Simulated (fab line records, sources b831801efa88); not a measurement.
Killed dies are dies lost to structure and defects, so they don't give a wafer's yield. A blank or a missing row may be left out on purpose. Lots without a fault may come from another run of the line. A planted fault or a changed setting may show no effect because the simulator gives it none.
Chamber matching | flow sky130 | SKY_VIA2_ETCH_14 on rie_diel-04: 4 sister chambers
The step etches BARC in N2/H2, stops on SiO2, time 45.9 s, target depth 60 nm. 4 wafers are shown with their chamber, then 7 later ones without.

WAFERS WITH THEIR CHAMBER
wafer  | chamber | drypump_motor_current_A (A)
L087.5 | 2       | 6.1
L089.4 | 1       | 5.6
L092.1 | 3       | 6.2
L092.2 | 0       | 5.9

WAFERS WITHOUT THEIR CHAMBER
wafer  | drypump_motor_current_A (A)
L092.4 | 5.6
L093.2 | 5.6
L093.3 | 6.2
L093.5 | 6.0
L097.3 | 6.1
L097.4 | 6.2
L097.5 | 6.2

WHICH CHAMBER EACH WENT THROUGH
wafer  | from the rows above     | in truth
L092.4 | 1                       | 1
L093.2 | 1                       | 1
L093.3 | 3                       | 3
L093.5 | can't be placed: 0 or 2 | 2
L097.3 | 2                       | 2
L097.4 | 3                       | 3
L097.5 | 3                       | 3
Placed correctly: 6 of 7. Can't be placed from these rows: 1 (the true chamber is among the candidates in 1). Placed wrongly: 0.
How it was worked out, from the rows above alone: a wafer's distance from a chamber is the root of the sum, over the readings, of the square of ((its reading less the chamber's mean) divided by the reading's scatter). The wafer belongs to the nearest chamber; if the next one is less than 2 further off, it can't be placed. A chamber's mean is the mean of its shown wafers. The scatter: with one shown wafer a chamber, the root of the mean of the squares of how far each hidden wafer lies from its nearest shown one.
